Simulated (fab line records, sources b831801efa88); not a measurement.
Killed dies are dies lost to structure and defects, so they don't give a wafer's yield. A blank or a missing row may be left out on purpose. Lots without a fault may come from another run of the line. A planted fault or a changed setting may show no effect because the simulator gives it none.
Which tool did it? | flow gf180mcu | 14 lots, 42 wafers sampled, at 4 steps of a route of 602

WHAT THE GAUGES READ, wafer by wafer
GF_HV_LDD_THK_MEAS_55. Usual: HV_LDD_CVD_54_THK 10.02 nm, standard deviation 0.19.
lot  | measured     | on            | HV_LDD_CVD_54_THK (nm) | flag
L570 | day 12 07:39 | film_metro-01 | 9.79 9.91 9.78         |
L571 | day 12 16:06 | film_metro-01 | 9.92 9.83 9.91         |
L574 | day 13 16:17 | film_metro-03 | 9.85 9.91 9.78         |
L575 | day 14 02:26 | film_metro-03 | 9.92 10.01 9.92        |
L582 | day 16 18:14 | film_metro-04 | 10.21 10.30 10.18      |
L583 | day 17 01:36 | film_metro-04 | 10.02 10.12 10.08      |
L585 | day 17 22:09 | film_metro-01 | 9.93 9.92 9.79         |
L586 | day 18 01:58 | film_metro-04 | 9.97 10.05 10.09       |
L587 | day 18 01:58 | film_metro-03 | 9.97 10.04 10.22       |
L588 | day 18 15:12 | film_metro-04 | 9.95 10.02 9.98        |
L589 | day 18 17:34 | film_metro-01 | 10.05 10.12 10.06      |
L590 | day 19 10:47 | film_metro-04 | 10.29 10.44 10.23      |
L591 | day 19 12:20 | film_metro-03 | 10.11 10.26 10.10      |
L592 | day 19 18:37 | film_metro-04 | 10.38 10.38 10.44      |

GF_M1_THK_MEAS_06: measures by xrf. Usual: M1_ALCU_THK 458 nm, standard deviation 5.5.
lot  | measured     | on            | M1_ALCU_THK (nm) | flag
L570 | day 16 00:35 | film_metro-02 | 458 454 453      |
L571 | day 16 08:41 | film_metro-03 | 456 452 450      |
L574 | day 17 11:56 | film_metro-02 | 462 471 463      |
L575 | day 18 00:30 | film_metro-02 | 449 455 455      |
L582 | day 20 22:41 | film_metro-03 | 463 455 458      |
L583 | day 21 06:33 | film_metro-04 | 457 449 449      |
L585 | day 22 03:32 | film_metro-02 | 462 456 460      |
L586 | day 22 07:31 | film_metro-03 | 458 452 451      |
L587 | day 22 08:41 | film_metro-02 | 450 459 458      |
L588 | day 22 18:40 | film_metro-04 | 452 456 455      |
L589 | day 22 21:25 | film_metro-02 | 453 456 453      |
L590 | day 23 15:18 | film_metro-03 | 458 461 459      |
L591 | day 23 16:29 | film_metro-02 | 466 458 464      |
L592 | day 23 22:02 | film_metro-04 | 460 454 459      |

WHICH TOOL RAN EACH LOT (tool, then ch and the chambers of the sampled wafers, then the start)
lot  | GF_MVPSD_DEVELOP_06               | GF_M1_SPUTTER_04
L570 | litho_track-01 ch 0, day 4 23:00  | pvd_sputter-02, day 16 00:25
L571 | litho_track-02 ch 0, day 5 03:00  | pvd_sputter-02, day 16 08:31
L574 | litho_track-04, day 6 00:00       | pvd_sputter-02, day 17 11:47
L575 | litho_track-02, day 6 06:00       | pvd_sputter-02, day 18 00:20
L582 | litho_track-02 ch 0, day 8 03:00  | pvd_sputter-03, day 20 22:31
L583 | litho_track-04 ch 0, day 8 09:00  | pvd_sputter-02, day 21 06:23
L585 | litho_track-01 ch 0, day 9 00:00  | pvd_sputter-02, day 22 03:22
L586 | litho_track-02 ch 0, day 9 01:00  | pvd_sputter-04, day 22 07:20
L587 | litho_track-04 ch 0, day 9 06:00  | pvd_sputter-03, day 22 08:31
L588 | litho_track-02 ch 0, day 9 11:00  | pvd_sputter-02, day 22 18:30
L589 | litho_track-04 ch 0, day 9 16:00  | pvd_sputter-03, day 22 21:16
L590 | litho_track-02 ch 0, day 10 05:00 | pvd_sputter-02, day 23 15:08
L591 | litho_track-04 ch 0, day 10 07:00 | pvd_sputter-03, day 23 16:20
L592 | litho_track-04 ch 0, day 10 12:00 | pvd_sputter-02, day 23 21:51
- GF_MVPSD_DEVELOP_06: develop time 60 s.
- GF_M1_SPUTTER_04: material TiN, target thk 50 nm, time 41.7 s.

WHAT THE TOOLS THEMSELVES READ (means of the sampled wafers that have a number; where no wafer has one, the mark that the record gives instead)
GF_MVPSD_DEVELOP_06. Usual: chill_plate_temp_C 23.00 C, standard deviation 0.11.
lot  | tool           | chill_plate_temp_C (C) | flag
L570 | litho_track-01 | 22.99                  |
L571 | litho_track-02 | 23.18                  |
L574 | litho_track-04 | -                      | OFF
L575 | litho_track-02 | -                      | OFF
L582 | litho_track-02 | 22.80                  |
L583 | litho_track-04 | 22.97                  |
L585 | litho_track-01 | 22.98                  |
L586 | litho_track-02 | 22.98                  |
L587 | litho_track-04 | 22.92                  |
L588 | litho_track-02 | 22.92                  |
L589 | litho_track-04 | 23.11                  |
L590 | litho_track-02 | 22.94                  |
L591 | litho_track-04 | 23.06                  |
L592 | litho_track-04 | 23.00                  |

GF_M1_SPUTTER_04. Usual: throttle_valve_pct 30.4 %, standard deviation 0.88.
lot  | tool           | throttle_valve_pct (%) | flag
L570 | pvd_sputter-02 | 31.4                   |
L571 | pvd_sputter-02 | 30.4                   |
L574 | pvd_sputter-02 | 30.0                   |
L575 | pvd_sputter-02 | 30.5                   |
L582 | pvd_sputter-03 | 29.5                   |
L583 | pvd_sputter-02 | 30.5                   |
L585 | pvd_sputter-02 | 31.1                   |
L586 | pvd_sputter-04 | 30.3                   |
L587 | pvd_sputter-03 | 29.7                   |
L588 | pvd_sputter-02 | 30.0                   |
L589 | pvd_sputter-03 | 30.2                   |
L590 | pvd_sputter-02 | 30.0                   |
L591 | pvd_sputter-03 | 30.0                   |
L592 | pvd_sputter-02 | 30.5                   |

THE ANSWER, worked out from the rows above alone
Rule: a lot is off if the mean of its wafers that have a number lies more than 3 standard deviations from the usual mean. A lot without any number at a reading at which 4 lots or more have one is off too. The other lots that the step has rows for count as sound. The gauges are gone through in route order, then the tools' own readings, and for those a lot's mean is taken as printed above. The first step at which some lot is off is used, and at that step the reading that is off furthest; a lot without a number counts as furthest.
Off: L574, L575, at GF_MVPSD_DEVELOP_06 (chill_plate_temp_C). Without a number there: L574, L575.
A tool fits if, at that step or a process step before it, it ran every lot that is off, and no sound lot after the first of them. None of those tried fits.

WHAT THE SIMULATOR HAD PUT IN
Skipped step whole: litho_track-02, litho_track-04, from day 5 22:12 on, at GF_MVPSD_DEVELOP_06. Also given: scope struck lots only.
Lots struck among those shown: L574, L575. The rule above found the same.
